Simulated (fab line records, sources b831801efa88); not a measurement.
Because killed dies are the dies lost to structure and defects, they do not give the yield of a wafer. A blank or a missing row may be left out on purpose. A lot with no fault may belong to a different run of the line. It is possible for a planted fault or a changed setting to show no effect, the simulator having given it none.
fab line records	flow gf180mcu
record lots=7	wafers=21	last-day=34
route steps=602 shown LVPWELL@63 MVSD@66 MVPSD@78 VT_IMPLANT@90
lots that met no fault: taken from a fault-free run of the same line
start-h: the number of hours between the record's first day and the start of the first shown wafer of the lot	wait-h: hours since the lot's step before	" same as the row above	L1.1+2: a single row standing in for several wafers	- no value present, or no start provided	* or withheld: withheld	< > ~ a bound
route shown NAME@n: NAME is a module with steps in the file, n the number in the route of the first one	usual: the fault-free wafers' mean and standard deviation	same: alike in all rows	chamber/n: place in a boat	sites: each site's reading	_std_site: the standard deviation of these	_edge_site: the outer-site mean with the inner-site mean subtracted	radius-mm: for every site, how far away it sits from the centre of the wafer	mask NAME#n: copy n	behind: tool/chamber where the wafer was last shaped	hold: cause of the lot's hold/its duration in hours/its outcome	device: whichever transistor did not switch (one of n, p or np)	end of line: tests of these same wafers at the route's end	for a step that has no rows: nothing shown but its recipe	killed: not the wafer's yield, but the dies lost to structure and defects at the first sort	map: a wafer's dies, x killed, . not, _ none there
set.NAME: the setting as run; set.NAME@STEP: as run at that earlier step	model.NAME: the simulator's own value behind a step, which no gauge read
lots seen at some steps along the route; tables by step, rows by wafer
services: a tool's chamber out of use, with start hour (start-h, from the record's first day; less than 0 if before it), hours out, and reason
## steps
# step GF_LVPWELL_IMPLANT_09
# recipe species=B	energy-kev=60	dose-cm2=5e+12	tilt-deg=0
# step GF_LVPWELL_STRIP_10
# recipe chemistry=O2/N2	power-w=1400	pressure-mtorr=1500	platen-temp-c=250	o2-flow-sccm=3000	n2-flow-sccm=300	overash-fraction=0.5
# usual drypump-motor-current-A=6.1/0.4	heater-power-w=326/28	oes-product-au=0.722/0.0048	strip-time-to-endpoint-s=36.98/0.095
lot.wafer	tool	chamber	start-h	wait-h	drypump-motor-current-A	heater-power-w	oes-product-au	rf-hours-counter-h	strip-time-to-endpoint-s
L132.1	plasma-asher-02	0	89.50	0.1	5.4	335	0.708	42	36.93
L132.5	"	1	"	"	6.3	347	0.729	-	37.03
L132.6	"	0	"	"	5.3	334	0.722	-	37.06
L138.1	plasma-asher-01	0	136.93	0.1	6.6	313	0.725	49	37.06
L138.2	"	1	"	"	6.3	367	0.725	49	37.00
L138.4	"	1	"	"	6.3	367	0.722	-	36.93
L140.2	plasma-asher-01	1	144.67	0.1	6.3	377	0.727	50	36.96
L140.4	"	1	"	"	6.2	369	0.717	-	36.90
L140.5	"	0	"	"	6.6	306	0.718	-	36.95
L141.3	plasma-asher-04	1	148.00	0.1	6.0	291	0.724	-	37.13
L141.5	"	0	"	"	5.9	288	0.726	-	37.21
L141.6	"	1	"	"	6.0	292	0.720	-	37.03
L142.1	plasma-asher-01	1	148.32	0.1	6.3	364	0.720	50	37.11
L142.4	"	1	"	"	6.3	364	0.729	-	37.04
L142.5	"	1	"	"	6.2	374	0.714	-	37.09
L148.2	plasma-asher-01	0	180.37	0.1	6.6	313	0.725	54	37.00
L148.4	"	1	"	"	6.3	370	0.726	-	36.89
L148.5	"	1	"	"	6.3	378	0.723	-	36.78
L149.1	plasma-asher-02	0	187.96	0.1	5.4	340	0.710	53	37.08
L149.4	"	1	"	"	6.3	344	0.724	-	37.10
L149.6	"	1	"	"	6.3	341	0.721	-	36.88
# step GF_LVPWELL_TW_MEAS_11
# usual LVPWELL_TW=553/7.3
lot.wafer	tool	chamber	start-h	wait-h	LVPWELL_TW
L132.1	film-metro-04	-	89.60	0.1	555
L132.5	"	-	"	"	557
L132.6	"	-	"	"	561
L138.1	film-metro-01	-	137.03	0.1	565
L138.2	"	-	"	"	564
L138.4	"	-	"	"	563
L140.2	film-metro-01	-	144.78	0.1	559
L140.4	"	-	"	"	563
L140.5	"	-	"	"	561
L141.3	film-metro-03	-	148.09	0.1	544
L141.5	"	-	"	"	548
L141.6	"	-	"	"	547
L142.1	film-metro-04	-	148.42	0.1	559
L142.4	"	-	"	"	558
L142.5	"	-	"	"	556
L148.2	film-metro-03	-	180.48	0.1	544
L148.4	"	-	"	"	544
L148.5	"	-	"	"	544
L149.1	film-metro-04	-	188.06	0.1	558
L149.4	"	-	"	"	558
L149.6	"	-	"	"	560
# step GF_MVSD_DEHYDRATE_00
# recipe temp-c=200	time-s=60
# step GF_MVSD_HMDS_01
# recipe prime-time-s=60	prime-temp-c=120
# step GF_MVSD_COAT_02
# recipe spin-rpm=2000	resist-thk-nm=3000
# step GF_MVSD_SOFTBAKE_03
# recipe temp-c=110	time-s=withheld
# step GF_MVSD_EXPOSE_04
# recipe mask-id=MVSD	target-cd-nm=1000	na=0.6	source-shape=conventional	sigma-outer=0.6	dose-mj=260
# step GF_MVSD_PEB_05
# recipe temp-c=115	time-s=withheld
# step GF_MVSD_DEVELOP_06
# recipe wall-angle-deg=90	develop-time-s=60	dev-temp-c=23
# step GF_MVSD_OVL_MEAS_07
# usual MVSD_OVL=-0.1/1.3
lot.wafer	tool	chamber	start-h	wait-h	MVSD_OVL[nm]
L132.1	overlay-01	-	102.35	-	-0.4
L132.5	"	-	"	"	0.7
L132.6	"	-	"	"	0.7
L138.1	overlay-02	-	152.38	-	1.3
L138.2	"	-	"	"	0.3
L138.4	"	-	"	"	0.1
L140.2	overlay-01	-	160.25	-	-0.6
L140.4	"	-	"	"	2.0
L140.5	"	-	"	"	1.9
L141.3	overlay-01	-	164.24	-	1.5
L141.5	"	-	"	"	3.8
L141.6	"	-	"	"	3.7
L142.1	overlay-01	-	164.50	-	0.8
L142.4	"	-	"	"	1.2
L142.5	"	-	"	"	1.2
L148.2	overlay-02	-	196.74	-	-0.4
L148.4	"	-	"	"	-0.7
L148.5	"	-	"	"	-0.9
L149.1	overlay-01	-	204.88	-	-0.7
L149.4	"	-	"	"	0.5
L149.6	"	-	"	"	1.2
# step GF_MVSD_IMPLANT_08
# recipe species=P	energy-kev=400	dose-cm2=1.6e+13	tilt-deg=0
# step GF_MVSD_IMPLANT_09
# recipe species=P	energy-kev=100	dose-cm2=5e+12	tilt-deg=0
# usual beam-energy-keV=100.00/0.028	beam-on-s=9.97/0.24
lot.wafer	tool	chamber	start-h	wait-h	beam-energy-keV	beam-on-s
L132.1	implanter-04	0	102.53	0.1	100.01	10.00
L132.5	"	0	"	"	99.996	9.89
L132.6	"	0	"	"	99.977	9.77
L138.1	implanter-04	0	152.57	0.1	99.992	10.18
L138.2	"	0	"	"	100.02	10.04
L138.4	"	0	"	"	99.990	9.84
L140.2	implanter-04	-	160.46	0.1	-	-
L140.4	"	-	"	"	-	-
L140.5	"	-	"	"	-	-
L141.3	implanter-03	-	164.47	0.1	-	-
L141.5	"	-	"	"	-	-
L141.6	"	-	"	"	-	-
L142.1	implanter-01	-	164.68	0.1	-	-
L142.4	"	-	"	"	-	-
L142.5	"	-	"	"	-	-
L148.2	implanter-01	0	196.94	0.1	99.998	9.89
L148.4	"	0	"	"	99.949	9.87
L148.5	"	0	"	"	99.980	9.77
L149.1	implanter-01	0	205.07	0.1	100.06	9.79
L149.4	"	0	"	"	99.994	10.23
L149.6	"	0	"	"	100.01	9.46
# step GF_MVSD_STRIP_10
# recipe chemistry=O2/N2	power-w=1400	pressure-mtorr=1500	platen-temp-c=250	o2-flow-sccm=3000	n2-flow-sccm=300	overash-fraction=0.5
# usual drypump-motor-current-A=6.1/0.38	heater-power-w=322/38	oes-product-au=0.722/0.0049	strip-time-to-endpoint-s=36.91/0.1
lot.wafer	tool	chamber	start-h	wait-h	drypump-motor-current-A	heater-power-w	oes-product-au	rf-hours-counter-h	strip-time-to-endpoint-s
L132.1	plasma-asher-03	1	102.68	0.1	6.6	367	0.717	48	36.89
L132.5	"	1	"	"	6.6	375	0.715	-	36.96
L132.6	"	0	"	"	5.6	314	0.720	-	36.82
L138.1	plasma-asher-01	0	152.72	0.1	6.6	310	0.723	51	37.05
L138.2	"	1	"	"	6.3	367	0.715	51	36.92
L138.4	"	0	"	"	6.6	309	0.713	-	36.87
L140.2	plasma-asher-01	1	160.58	0.1	6.3	367	0.731	51	36.88
L140.4	"	1	"	"	6.3	374	0.721	-	36.97
L140.5	"	0	"	"	6.7	317	0.718	-	36.95
L141.3	plasma-asher-03	0	164.60	0.1	5.6	301	0.718	-	36.98
L141.5	"	0	"	"	5.5	294	0.732	-	36.94
L141.6	"	1	"	"	6.6	390	0.721	-	36.81
L142.1	plasma-asher-04	1	164.83	0.1	6.0	293	0.723	35	36.90
L142.4	"	1	"	"	6.0	294	0.720	-	37.03
L142.5	"	1	"	"	6.0	277	0.720	-	36.90
L148.2	plasma-asher-03	1	197.07	0.1	6.6	388	0.717	9	36.82
L148.4	"	1	"	"	6.6	386	0.710	-	36.89
L148.5	"	1	"	"	6.6	390	0.722	-	36.82
L149.1	plasma-asher-03	1	205.22	0.1	6.6	389	0.720	10	36.96
L149.4	"	0	"	"	5.6	299	0.719	-	36.97
L149.6	"	1	"	"	6.6	382	0.724	-	36.93
# step GF_MVSD_TW_MEAS_11
# usual MVSD_TW=1573/16
lot.wafer	tool	chamber	start-h	wait-h	MVSD_TW
L132.1	film-metro-04	-	102.78	0.1	1562
L132.5	"	-	"	"	1568
L132.6	"	-	"	"	1564
L138.1	film-metro-04	-	152.82	0.1	1577
L138.2	"	-	"	"	1564
L138.4	"	-	"	"	1579
L140.2	film-metro-01	-	160.69	0.1	1500
L140.4	"	-	"	"	1511
L140.5	"	-	"	"	1502
L141.3	film-metro-03	-	164.69	0.1	1472
L141.5	"	-	"	"	1481
L141.6	"	-	"	"	1479
L142.1	film-metro-01	-	164.93	0.1	1510
L142.4	"	-	"	"	1511
L142.5	"	-	"	"	1512
L148.2	film-metro-04	-	197.18	0.1	1573
L148.4	"	-	"	"	1575
L148.5	"	-	"	"	1586
L149.1	film-metro-01	-	205.32	0.1	1586
L149.4	"	-	"	"	1591
L149.6	"	-	"	"	1576
# step GF_MVPSD_DEHYDRATE_00
# recipe temp-c=200	time-s=60
# step GF_MVPSD_HMDS_01
# recipe prime-time-s=60	prime-temp-c=120
# step GF_MVPSD_COAT_02
# recipe spin-rpm=2000	resist-thk-nm=3000
# step GF_MVPSD_SOFTBAKE_03
# recipe temp-c=110	time-s=withheld
# step GF_MVPSD_EXPOSE_04
# recipe mask-id=MVPSD	target-cd-nm=1000	na=0.6	source-shape=conventional	sigma-outer=0.6	dose-mj=260
# step GF_MVPSD_PEB_05
# recipe temp-c=115	time-s=withheld
# step GF_MVPSD_DEVELOP_06
# recipe wall-angle-deg=90	develop-time-s=60	dev-temp-c=21.85
# step GF_MVPSD_OVL_MEAS_07
# usual MVPSD_OVL=0.5/1.4
lot.wafer	tool	chamber	start-h	wait-h	MVPSD_OVL[nm]
L132.1	overlay-02	-	117.10	-	1.5
L132.5	"	-	"	"	0.6
L132.6	"	-	"	"	0.4
L138.1	overlay-02	-	169.23	-	0.0
L138.2	"	-	"	"	-1.1
L138.4	"	-	"	"	-1.1
L140.2	overlay-02	-	177.05	-	0.5
L140.4	"	-	"	"	1.0
L140.5	"	-	"	"	0.4
L141.3	overlay-02	-	180.69	-	2.1
L141.5	"	-	"	"	-0.6
L141.6	"	-	"	"	1.3
L142.1	overlay-02	-	181.30	-	0.0
L142.4	"	-	"	"	0.3
L142.5	"	-	"	"	1.8
L148.2	overlay-02	-	214.35	-	3.3
L148.4	"	-	"	"	1.0
L148.5	"	-	"	"	2.4
L149.1	overlay-02	-	222.73	-	1.1
L149.4	"	-	"	"	0.0
L149.6	"	-	"	"	-1.2
# step GF_MVPSD_IMPLANT_08
# recipe species=B	energy-kev=170	dose-cm2=1.5e+13	tilt-deg=0
# step GF_MVPSD_IMPLANT_09
# recipe species=B	energy-kev=40	dose-cm2=5e+12	tilt-deg=0
# step GF_MVPSD_STRIP_10
# recipe chemistry=O2/N2	power-w=1400	pressure-mtorr=1500	platen-temp-c=250	o2-flow-sccm=3000	n2-flow-sccm=300	overash-fraction=0.5
# usual drypump-motor-current-A=6.1/0.49	heater-power-w=342/29	oes-product-au=0.723/0.0048	strip-time-to-endpoint-s=36.97/0.12
lot.wafer	tool	chamber	start-h	wait-h	drypump-motor-current-A	heater-power-w	oes-product-au	rf-hours-counter-h	strip-time-to-endpoint-s
L132.1	plasma-asher-01	1	117.43	0.1	6.3	369	0.727	47	37.10
L132.5	"	0	"	"	6.7	314	0.722	-	37.04
L132.6	"	1	"	"	6.3	365	0.715	-	37.05
L138.1	plasma-asher-03	0	169.57	0.1	5.6	310	0.723	5	36.99
L138.2	"	1	"	"	6.6	383	0.732	5	37.05
L138.4	"	1	"	"	6.6	382	0.723	-	36.95
L140.2	plasma-asher-01	1	177.38	0.1	6.3	369	0.715	53	36.96
L140.4	"	1	"	"	6.3	374	0.724	-	36.92
L140.5	"	0	"	"	6.7	308	0.718	-	36.85
L141.3	plasma-asher-03	0	181.05	0.1	5.6	308	0.717	-	36.77
L141.5	"	1	"	"	6.6	380	0.728	-	36.94
L141.6	"	0	"	"	5.6	297	0.718	-	36.93
L142.1	plasma-asher-02	1	181.63	0.1	6.3	336	0.721	52	37.23
L142.4	"	0	"	"	5.4	348	0.728	-	37.06
L142.5	"	0	"	"	5.4	333	0.736	-	37.13
L148.2	plasma-asher-02	0	214.68	0.1	5.4	346	0.719	56	37.17
L148.4	"	0	"	"	5.4	343	0.717	-	37.17
L148.5	"	0	"	"	5.4	342	0.722	-	37.06
L149.1	plasma-asher-01	0	223.06	0.1	6.6	310	0.725	56	36.94
L149.4	"	1	"	"	6.3	369	0.721	-	36.93
L149.6	"	1	"	"	6.3	367	0.726	-	36.90
# step GF_MVPSD_TW_MEAS_11
# usual MVPSD_TW=549/7.1
lot.wafer	tool	chamber	start-h	wait-h	MVPSD_TW
L132.1	film-metro-01	-	117.53	0.1	551
L132.5	"	-	"	"	551
L132.6	"	-	"	"	547
L138.1	film-metro-01	-	169.67	0.1	555
L138.2	"	-	"	"	552
L138.4	"	-	"	"	555
L140.2	film-metro-01	-	177.49	0.1	555
L140.4	"	-	"	"	552
L140.5	"	-	"	"	552
L141.3	film-metro-01	-	181.13	0.1	556
L141.5	"	-	"	"	552
L141.6	"	-	"	"	557
L142.1	film-metro-04	-	181.73	0.1	553
L142.4	"	-	"	"	556
L142.5	"	-	"	"	555
L148.2	film-metro-03	-	214.79	0.1	537
L148.4	"	-	"	"	541
L148.5	"	-	"	"	537
L149.1	film-metro-04	-	223.16	0.1	553
L149.4	"	-	"	"	554
L149.6	"	-	"	"	551
# step GF_VT_IMPLANT_DEHYDRATE_00
# recipe temp-c=200	time-s=60
# step GF_VT_IMPLANT_HMDS_01
# recipe prime-time-s=60	prime-temp-c=120
# step GF_VT_IMPLANT_COAT_02
# recipe resist=NOVOLAK	spin-rpm=3000	resist-thk-nm=1000
# step GF_VT_IMPLANT_SOFTBAKE_03
# recipe temp-c=90	time-s=58.84	resist=NOVOLAK
# step GF_VT_IMPLANT_EXPOSE_04
# recipe mask-id=LVPWELL_LV_AREA	target-cd-nm=600	na=0.6	source-shape=conventional	sigma-outer=0.6	dose-mj=140
# step GF_VT_IMPLANT_PEB_05
# recipe temp-c=withheld	time-s=*	resist=NOVOLAK
# step GF_VT_IMPLANT_DEVELOP_06
# recipe develop-time-s=60	dev-temp-c=23
# step GF_VT_IMPLANT_OVL_MEAS_07
# usual VT_IMPLANT_OVL=0.1/1.3
lot.wafer	tool	chamber	start-h	wait-h	VT_IMPLANT_OVL[nm]
L132.1	overlay-02	-	131.55	0.1	1.4
L132.5	"	-	"	"	1.1
L132.6	"	-	"	"	0.4
L138.1	overlay-01	-	186.08	0.1	-1.8
L138.2	"	-	"	"	-1.7
L138.4	"	-	"	"	-0.5
L140.2	overlay-01	-	194.15	0.1	0.2
L140.4	"	-	"	"	-1.9
L140.5	"	-	"	"	-0.6
L141.3	overlay-02	-	197.64	0.1	-0.8
L141.5	"	-	"	"	1.4
L141.6	"	-	"	"	-1.4
L142.1	overlay-02	-	198.28	0.1	0.1
L142.4	"	-	"	"	1.1
L142.5	"	-	"	"	0.1
L148.2	overlay-02	-	232.20	0.1	-0.7
L148.4	"	-	"	"	-0.3
L148.5	"	-	"	"	0.6
L149.1	overlay-01	-	241.00	0.1	0.9
L149.4	"	-	"	"	1.0
L149.6	"	-	"	"	2.1
# step GF_VT_IMPLANT_IMPLANT_08
# recipe species=BF2	energy-kev=20	dose-cm2=8.29e+12	tilt-deg=7
# step GF_VT_IMPLANT_STRIP_09
# recipe chemistry=O2/N2	power-w=1400	pressure-mtorr=1500	platen-temp-c=250	o2-flow-sccm=3000	n2-flow-sccm=300	overash-fraction=0.5
# usual drypump-motor-current-A=5.9/0.43	heater-power-w=328/32	oes-product-au=0.716/0.0045	strip-time-to-endpoint-s=12.64/0.041
lot.wafer	tool	chamber	start-h	wait-h	drypump-motor-current-A	heater-power-w	oes-product-au	rf-hours-counter-h	strip-time-to-endpoint-s
L132.1	plasma-asher-02	0	131.73	0.1	5.3	343	0.721	47	12.57
L132.5	"	0	"	"	5.3	337	0.717	-	12.60
L132.6	"	1	"	"	6.3	342	0.721	-	12.59
L138.1	plasma-asher-03	0	186.27	0.1	5.5	299	0.715	7	12.63
L138.2	"	1	"	"	6.6	394	0.714	7	12.61
L138.4	"	0	"	"	5.5	307	0.716	-	12.56
L140.2	plasma-asher-03	1	194.33	0.1	6.6	377	0.707	8	12.57
L140.4	"	1	"	"	6.6	388	0.717	-	12.57
L140.5	"	1	"	"	6.6	379	0.719	-	12.54
L141.3	plasma-asher-02	0	197.85	0.1	5.3	343	0.719	-	12.68
L141.5	"	0	"	"	5.4	343	0.720	-	12.68
L141.6	"	1	"	"	6.3	338	0.718	-	12.67
L142.1	plasma-asher-02	0	198.47	0.1	5.4	347	0.707	54	12.66
L142.4	"	0	"	"	5.4	342	0.716	-	12.69
L142.5	"	0	"	"	5.4	337	0.719	-	12.67
L148.2	plasma-asher-02	0	232.38	0.1	5.4	341	0.713	58	12.68
L148.4	"	0	"	"	5.4	337	0.722	-	12.65
L148.5	"	0	"	"	5.4	336	0.714	-	12.66
L149.1	plasma-asher-02	1	241.18	0.1	6.3	339	0.716	60	12.70
L149.4	"	0	"	"	5.4	349	0.725	-	12.69
L149.6	"	1	"	"	6.3	343	0.705	-	12.69
# step GF_VT_IMPLANT_TW_MEAS_10
# usual VT_IMPLANT_TW=564/3
lot.wafer	tool	chamber	start-h	wait-h	VT_IMPLANT_TW
L132.1	film-metro-02	-	131.83	0.1	562
L132.5	"	-	"	"	562
L132.6	"	-	"	"	562
L138.1	film-metro-02	-	186.37	0.1	566
L138.2	"	-	"	"	565
L138.4	"	-	"	"	562
L140.2	film-metro-02	-	194.44	0.1	567
L140.4	"	-	"	"	568
L140.5	"	-	"	"	562
L141.3	film-metro-01	-	197.94	0.1	568
L141.5	"	-	"	"	565
L141.6	"	-	"	"	565
L142.1	film-metro-01	-	198.57	0.1	567
L142.4	"	-	"	"	566
L142.5	"	-	"	"	565
L148.2	film-metro-04	-	232.49	0.1	560
L148.4	"	-	"	"	561
L148.5	"	-	"	"	564
L149.1	film-metro-01	-	241.28	0.1	560
L149.4	"	-	"	"	564
L149.6	"	-	"	"	564
# step GF_VT_IMPLANT_DEHYDRATE_11
# recipe temp-c=200	time-s=60
# step GF_VT_IMPLANT_HMDS_12
# recipe prime-time-s=60	prime-temp-c=120
# step GF_VT_IMPLANT_COAT_13
# recipe resist=NOVOLAK	spin-rpm=3000	resist-thk-nm=1000
# step GF_VT_IMPLANT_SOFTBAKE_14
# recipe temp-c=90	time-s=60	resist=NOVOLAK
# step GF_VT_IMPLANT_RS_MEAS_46
# recipe thk-meas-gauge=four-point-probe
# usual MVSD_RS=456.8/1.2
lot.wafer	tool	chamber	start-h	wait-h	MVSD_RS[ohm/sq]
L132.1	film-metro-04	-	179.53	0.1	457.4
L132.5	"	-	"	"	457.0
L132.6	"	-	"	"	457.6
L138.1	film-metro-04	-	240.24	0.1	455.4
L138.2	"	-	"	"	456.0
L138.4	"	-	"	"	455.6
L140.2	film-metro-03	-	248.11	0.1	-
L140.4	"	-	"	"	-
L140.5	"	-	"	"	-
L141.3	film-metro-01	-	252.63	0.1	-
L141.5	"	-	"	"	-
L141.6	"	-	"	"	-
L142.1	film-metro-04	-	253.02	0.1	-
L142.4	"	-	"	"	-
L142.5	"	-	"	"	-
L148.2	film-metro-01	-	289.31	0.1	456.6
L148.4	"	-	"	"	457.0
L148.5	"	-	"	"	456.1
L149.1	film-metro-03	-	298.12	0.1	456.4
L149.4	"	-	"	"	455.0
L149.6	"	-	"	"	454.8
## services
tool	chamber	start-h	hours	kind
implanter-01	-	79.85	2.8	repair
implanter-01	-	88.46	4.7	pm
plasma-asher-03	-	108.82	9.0	pm
plasma-asher-03	0	108.82	9.0	vent-cycle
plasma-asher-03	1	108.82	9.0	vent-cycle
implanter-04	-	113.26	2.2	repair
plasma-asher-03	0	117.82	-	clean
plasma-asher-03	1	117.82	-	clean
plasma-asher-03	-	121.87	2.8	pm
implanter-01	-	136.40	3.3	repair
implanter-01	-	159.61	1.4	repair
plasma-asher-01	-	185.93	14.6	pm
plasma-asher-03	-	221.78	14.6	pm
plasma-asher-04	-	232.34	2.2	repair
## key
first-sign step=GF_MVSD_IMPLANT_09	reading=tool-record	direction=missing
effect step=GF_MVSD_TW_MEAS_11	reading=MVSD_TW	direction=down	sigmas=4.7	usual=1573	struck=1498
effect step=GF_VT_IMPLANT_RS_MEAS_46	reading=MVSD_RS	direction=missing
met-at GF_MVSD_IMPLANT_09
struck-wafers L140.2,L140.4,L140.5,L141.3,L141.5,L141.6,L142.1,L142.4,L142.5
later-rows-left-out L140.2,L140.4,L140.5,L141.3,L141.5,L141.6,L142.1,L142.4,L142.5
sort-left-out L140.2,L140.4,L140.5,L141.3,L141.5,L141.6,L142.1,L142.4,L142.5
tester-left-out L140,L141,L142
onset-between 152.57 160.46
fault kind=skipped-step-whole	tool=implanter-01,implanter-03,implanter-04	chamber=-	onset-h=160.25	steps=GF_MVSD_IMPLANT_09	scope=struck-lots-only
# tester-left-out: of these lots the tester's yield and bins aren't shown, on N5 and GAA mostly nor the transistor test; their killed dies are dies lost to structure and defects alone, not to doping, threshold or leakage, so they don't give the yield
# sort-left-out: the simulated sort isn't trusted on such a fault, so these wafers' sort isn't shown, and their yield isn't known
# later-rows-left-out: the simulator's readings of these wafers behind a module that went badly wrong aren't trusted and aren't shown, but for the sort
